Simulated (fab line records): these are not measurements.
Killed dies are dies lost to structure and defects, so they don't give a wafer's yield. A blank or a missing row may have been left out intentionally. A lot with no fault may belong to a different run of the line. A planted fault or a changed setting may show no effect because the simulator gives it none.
fab line records | flow sky130
[record] lots = 14 | wafers = 40 | last_day = 50
route steps=708 shown VT_ADJUST_LVTN@104 VT_ADJUST_NCORE@123 GATE_OXIDE@201 LI_CONTACT@374
lots untouched by any fault: they come from a run of this same line in which no faults occurred
start_h: hours from the record's opening day to when the first of the lot's shown wafers began | wait_h: hours from the lot's prior step to this one | " repeats the value in the row above | L1.1+2: one row covering several wafers at once | - no value present, or no start provided | * or withheld: withheld | < > ~ a bound
route shown NAME@n: NAME is a module with steps in the file, n the number in the route of the first one | usual: average and standard deviation across the fault-free wafers | same: alike in all rows | chamber/n: place in a boat | sites: per-site readings | _std_site: how widely they spread, as a standard deviation | _edge_site: mean of outer sites minus mean of inner sites | radius_mm: for every site, how far away it sits from the centre of the wafer | mask NAME#n: copy n | behind: the last tool/chamber to shape the wafer | hold: why the lot went on hold/how many hours it stayed there/how the hold came to an end | device: transistor that didn't switch, given as n, p or np | end of line: the tests these same wafers got at the end of their route | a step given without rows: its recipe and nothing more | killed: dies lost to structure and defects at the first sort, not the wafer's yield | map: a wafer's dies, marking killed ones x, the rest . and places with no die _
set.NAME: the setting that was run; set.NAME@STEP: the one run at that earlier step | model.NAME: the simulator's own value behind a step, which no gauge read
one table for each step of the route and one row for each wafer, over a sample of lots
services: when a tool's chamber went out of use (start_h, in hours from the record's first day, below 0 if earlier), for how many hours, and the reason
[[steps]]
[step SKY_VT_ADJUST_LVTN_OVL_MEAS_07]
[usual] VT_ADJUST_LVTN_OVL = 0.2/1.3
lot.wafer | tool       | chamber | start_h | wait_h | VT_ADJUST_LVTN_OVL[nm]
L381.2    | overlay-01 | -       | 137.84  | -      | 0.6
L381.4    | "          | -       | "       | "      | 1.9
L381.6    | "          | -       | "       | "      | 0.4
L382.2    | overlay-01 | -       | 143.04  | -      | -0.5
L382.3    | "          | -       | "       | "      | -0.5
L382.6    | "          | -       | "       | "      | -1.3
L383.3    | overlay-02 | -       | 148.00  | -      | 1.4
L383.4    | "          | -       | "       | "      | 0.8
L383.5    | "          | -       | "       | "      | 2.1
L384.1    | overlay-02 | -       | 154.19  | -      | 0.7
L384.3    | "          | -       | "       | "      | 2.0
L384.4    | "          | -       | "       | "      | 1.7
L386.4    | overlay-01 | -       | 166.55  | -      | -1.2
L386.5    | "          | -       | "       | "      | -1.2
L387.1    | overlay-02 | -       | 174.34  | -      | -0.3
L387.3    | "          | -       | "       | "      | -0.2
L394.1    | overlay-01 | -       | 232.73  | -      | 0.1
L394.3    | "          | -       | "       | "      | 1.0
L394.5    | "          | -       | "       | "      | 0.6
L396.2    | overlay-01 | -       | 251.94  | -      | -1.0
L396.5    | "          | -       | "       | "      | -2.1
L396.6    | "          | -       | "       | "      | -1.1
L397.1    | overlay-02 | -       | 268.53  | -      | -0.5
L397.2    | "          | -       | "       | "      | 0.4
L397.3    | "          | -       | "       | "      | -1.7
L398.1    | overlay-01 | -       | 268.84  | -      | 1.6
L398.5    | "          | -       | "       | "      | -0.4
L398.6    | "          | -       | "       | "      | -0.2
L399.2    | overlay-02 | -       | 278.90  | -      | 0.4
L399.3    | "          | -       | "       | "      | 0.9
L399.4    | "          | -       | "       | "      | 2.8
L402.1    | overlay-02 | -       | 291.34  | -      | 0.1
L402.3    | "          | -       | "       | "      | -1.0
L402.4    | "          | -       | "       | "      | 0.6
L401.1    | overlay-01 | -       | 291.88  | -      | 1.9
L401.2    | "          | -       | "       | "      | 0.9
L401.3    | "          | -       | "       | "      | 1.1
L403.3    | overlay-02 | -       | 312.25  | -      | -1.3
L403.4    | "          | -       | "       | "      | 0.1
L403.5    | "          | -       | "       | "      | 1.0
[step SKY_VT_ADJUST_NCORE_EXPOSE_04]
[recipe] mask_id = LVTN_COMPLEMENT_THIN | na = 0.6 | source_shape = conventional | sigma_outer = 0.6 | polarization = unpolarized | target_cd_nm = 380 | dose_mj = 139
lot.wafer  | tool             | chamber | start_h | wait_h | mask
L381.2+4+6 | iline_stepper-01 | 0       | 165.38  | -      | LVTN_COMPLEMENT_THIN#0
L382.2+3+6 | iline_stepper-01 | 0       | 170.85  | -      | LVTN_COMPLEMENT_THIN#0
L383.3+4+5 | iline_stepper-01 | 0       | 176.42  | -      | LVTN_COMPLEMENT_THIN#0
L384.1+3+4 | iline_stepper-01 | 0       | 182.57  | -      | LVTN_COMPLEMENT_THIN#0
L386.4+5   | iline_stepper-01 | 0       | 197.92  | -      | LVTN_COMPLEMENT_THIN#0
L387.1+3   | iline_stepper-01 | 0       | 205.37  | -      | LVTN_COMPLEMENT_THIN#0
L394.1+3+5 | iline_stepper-01 | 0       | 269.07  | -      | LVTN_COMPLEMENT_THIN#0
L396.2+5+6 | iline_stepper-01 | 0       | 288.85  | -      | LVTN_COMPLEMENT_THIN#0
L397.1+2+3 | iline_stepper-01 | 0       | 307.46  | -      | LVTN_COMPLEMENT_THIN#0
L398.1+5+6 | iline_stepper-02 | 0       | 307.85  | -      | LVTN_COMPLEMENT_THIN#0
L399.2+3+4 | iline_stepper-01 | 0       | 318.28  | -      | LVTN_COMPLEMENT_THIN#0
L402.1+3+4 | iline_stepper-02 | 0       | 331.33  | -      | LVTN_COMPLEMENT_THIN#0
L401.1+2+3 | iline_stepper-02 | 0       | 332.28  | -      | LVTN_COMPLEMENT_THIN#0
L403.3+4+5 | iline_stepper-02 | 0       | 352.82  | -      | LVTN_COMPLEMENT_THIN#0
[step SKY_VT_ADJUST_NCORE_CD_MEAS_07]
[recipe] target_cd_nm = 380
[usual] cd_nm = 379.3/2.6
lot.wafer | tool      | chamber | start_h | wait_h | cd_nm
L381.2    | cd_sem-02 | -       | 174.35  | 0.1    | 377.6
L381.4    | "         | -       | "       | "      | 377.2
L381.6    | "         | -       | "       | "      | 376.9
L382.2    | cd_sem-02 | -       | 180.21  | 0.1    | 379.4
L382.3    | "         | -       | "       | "      | 380.4
L382.6    | "         | -       | "       | "      | 379.0
L383.3    | cd_sem-01 | -       | 186.28  | 0.1    | 383.3
L383.4    | "         | -       | "       | "      | 380.7
L383.5    | "         | -       | "       | "      | 383.9
L384.1    | cd_sem-01 | -       | 192.99  | 0.1    | 378.1
L384.3    | "         | -       | "       | "      | 351.2
L384.4    | "         | -       | "       | "      | 376.5
L386.4    | cd_sem-01 | -       | 207.89  | 0.1    | 377.4
L386.5    | "         | -       | "       | "      | 354.2
L387.1    | cd_sem-02 | -       | 215.54  | 0.1    | 374.9
L387.3    | "         | -       | "       | "      | 348.3
L394.1    | cd_sem-01 | -       | 281.27  | 0.1    | 378.0
L394.3    | "         | -       | "       | "      | 378.2
L394.5    | "         | -       | "       | "      | 377.8
L396.2    | cd_sem-02 | -       | 301.85  | 0.1    | 382.7
L396.5    | "         | -       | "       | "      | 382.3
L396.6    | "         | -       | "       | "      | 382.4
L397.1    | cd_sem-02 | -       | 319.98  | 0.1    | 377.0
L397.2    | "         | -       | "       | "      | 379.1
L397.3    | "         | -       | "       | "      | 374.8
L398.1    | cd_sem-01 | -       | 320.17  | 0.1    | 374.5
L398.5    | "         | -       | "       | "      | 375.3
L398.6    | "         | -       | "       | "      | 373.7
L399.2    | cd_sem-01 | -       | 331.40  | 0.1    | 377.3
L399.3    | "         | -       | "       | "      | 377.7
L399.4    | "         | -       | "       | "      | 379.4
L402.1    | cd_sem-01 | -       | 344.37  | 0.1    | 378.1
L402.3    | "         | -       | "       | "      | 379.0
L402.4    | "         | -       | "       | "      | 378.3
L401.1    | cd_sem-01 | -       | 345.18  | 0.1    | 380.9
L401.2    | "         | -       | "       | "      | 382.7
L401.3    | "         | -       | "       | "      | 383.5
L403.3    | cd_sem-02 | -       | 366.57  | 0.1    | 378.0
L403.4    | "         | -       | "       | "      | 380.3
L403.5    | "         | -       | "       | "      | 381.4
[step SKY_GATE_OXIDE_TW_MEAS_14]
[usual] GATE_OXIDE_TW = 223.4/1.6
lot.wafer | tool          | chamber | start_h | wait_h | GATE_OXIDE_TW
L381.2    | film_metro-02 | -       | 297.62  | 0.1    | 221.3
L381.4    | "             | -       | "       | "      | 222.3
L381.6    | "             | -       | "       | "      | 221.9
L382.2    | film_metro-01 | -       | 306.27  | 0.1    | 224.7
L382.3    | "             | -       | "       | "      | 224.5
L382.6    | "             | -       | "       | "      | 224.4
L383.3    | film_metro-02 | -       | 311.19  | 0.1    | 221.9
L383.4    | "             | -       | "       | "      | 222.4
L383.5    | "             | -       | "       | "      | 222.3
L384.1    | film_metro-02 | -       | 319.88  | 0.1    | 221.9
L384.3    | "             | -       | "       | "      | 224.2
L384.4    | "             | -       | "       | "      | 223.1
L386.4    | film_metro-02 | -       | 337.84  | 0.1    | 222.4
L386.5    | "             | -       | "       | "      | 222.6
L387.1    | film_metro-01 | -       | 349.74  | 0.1    | 224.6
L387.3    | "             | -       | "       | "      | 224.9
L394.1    | film_metro-01 | -       | 427.82  | 0.1    | 224.1
L394.3    | "             | -       | "       | "      | 223.3
L394.5    | "             | -       | "       | "      | 223.8
L396.2    | film_metro-02 | -       | 458.03  | 0.1    | 222.6
L396.5    | "             | -       | "       | "      | 221.6
L396.6    | "             | -       | "       | "      | 222.7
L397.1    | film_metro-01 | -       | 480.58  | 0.1    | 225.6
L397.2    | "             | -       | "       | "      | 225.7
L397.3    | "             | -       | "       | "      | 224.2
L398.1    | film_metro-02 | -       | 481.36  | 0.1    | 220.1
L398.5    | "             | -       | "       | "      | 220.9
L398.6    | "             | -       | "       | "      | 221.9
L399.2    | film_metro-01 | -       | 491.38  | 0.1    | 224.5
L399.3    | "             | -       | "       | "      | 225.6
L399.4    | "             | -       | "       | "      | 224.3
L402.1    | film_metro-04 | -       | 503.57  | 0.1    | 222.9
L402.3    | "             | -       | "       | "      | 223.3
L402.4    | "             | -       | "       | "      | 223.6
L401.1    | film_metro-02 | -       | 503.96  | 0.1    | 220.2
L401.2    | "             | -       | "       | "      | 220.5
L401.3    | "             | -       | "       | "      | 221.0
L403.3    | film_metro-01 | -       | 524.24  | 0.1    | 224.6
L403.4    | "             | -       | "       | "      | 225.4
L403.5    | "             | -       | "       | "      | 225.4
[step SKY_LI_CONTACT_CD_MEAS_12]
[recipe] target_cd_nm = 170
[usual] cd_nm = 169.7/1.6
lot.wafer | tool      | chamber | start_h | wait_h | cd_nm
L381.2    | cd_sem-02 | -       | 656.49  | -      | 170.5
L381.4    | "         | -       | "       | "      | 169.5
L381.6    | "         | -       | "       | "      | 168.8
L382.2    | cd_sem-01 | -       | 669.72  | -      | 166.7
L382.3    | "         | -       | "       | "      | 168.3
L382.6    | "         | -       | "       | "      | 168.9
L383.3    | cd_sem-01 | -       | 675.20  | -      | 166.6
L383.4    | "         | -       | "       | "      | 167.8
L383.5    | "         | -       | "       | "      | 167.3
L384.1    | cd_sem-02 | -       | 693.58  | -      | 171.1
L384.3    | "         | -       | "       | "      | 172.8
L384.4    | "         | -       | "       | "      | 172.4
L386.4    | cd_sem-01 | -       | 703.33  | -      | 171.0
L386.5    | "         | -       | "       | "      | 171.2
L387.1    | cd_sem-01 | -       | 711.23  | -      | 171.7
L387.3    | "         | -       | "       | "      | 170.0
L394.1    | cd_sem-02 | -       | 788.78  | -      | 169.1
L394.3    | "         | -       | "       | "      | 168.4
L394.5    | "         | -       | "       | "      | 169.8
L396.2    | cd_sem-02 | -       | 816.86  | -      | 169.2
L396.5    | "         | -       | "       | "      | 168.1
L396.6    | "         | -       | "       | "      | 170.2
L397.1    | cd_sem-01 | -       | 829.59  | -      | 169.8
L397.2    | "         | -       | "       | "      | 170.7
L397.3    | "         | -       | "       | "      | 170.9
L398.1    | cd_sem-02 | -       | 830.72  | -      | 170.6
L398.5    | "         | -       | "       | "      | 170.8
L398.6    | "         | -       | "       | "      | 169.9
L399.2    | cd_sem-02 | -       | 839.49  | -      | 172.2
L399.3    | "         | -       | "       | "      | 170.4
L399.4    | "         | -       | "       | "      | 171.7
L402.1    | cd_sem-01 | -       | 856.22  | -      | 171.2
L402.3    | "         | -       | "       | "      | 171.2
L402.4    | "         | -       | "       | "      | 169.1
L401.1    | cd_sem-02 | -       | 862.47  | -      | 171.2
L401.2    | "         | -       | "       | "      | 169.6
L401.3    | "         | -       | "       | "      | 169.4
L403.3    | cd_sem-02 | -       | 870.42  | -      | 169.1
L403.4    | "         | -       | "       | "      | 170.7
L403.5    | "         | -       | "       | "      | 168.6
[[services]]
tool             | chamber | start_h | hours | kind
iline_stepper-02 | -       | 142.89  | 5.6   | repair
iline_stepper-01 | -       | 179.33  | 1.7   | pm
iline_stepper-02 | -       | 215.07  | 3.0   | repair
iline_stepper-02 | -       | 329.28  | 1.7   | pm
[[key]]
[first_sign] step = SKY_VT_ADJUST_NCORE_CD_MEAS_07 | reading = cd_nm | direction = down | sigmas = 11 | usual = 379.3 | struck = 351.2
effect none on later readings
met_at SKY_VT_ADJUST_NCORE_EXPOSE_04
struck_lots L384,L386,L387
struck_wafers L384.3,L386.5,L387.3
tester_left_out L384,L386,L387
not_acting_at SKY_VT_ADJUST_LVTN_OVL_MEAS_07,SKY_GATE_OXIDE_TW_MEAS_14,SKY_LI_CONTACT_CD_MEAS_12
onset_between 176.42 182.57
[fault] kind = process_parameter_drift | tool = iline_stepper-01 | chamber = - | onset_h = 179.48 | steps = SKY_VT_ADJUST_NCORE_EXPOSE_04 | channel = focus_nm | offset = 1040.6 | shape = step | end_h = 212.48 | scope = struck_wafers_only
// tester_left_out: of these lots the tester's yield and bins aren't shown, on N5 and GAA mostly nor the transistor test; their killed dies are dies lost to structure and defects alone, not to doping, threshold or leakage, so they don't give the yield
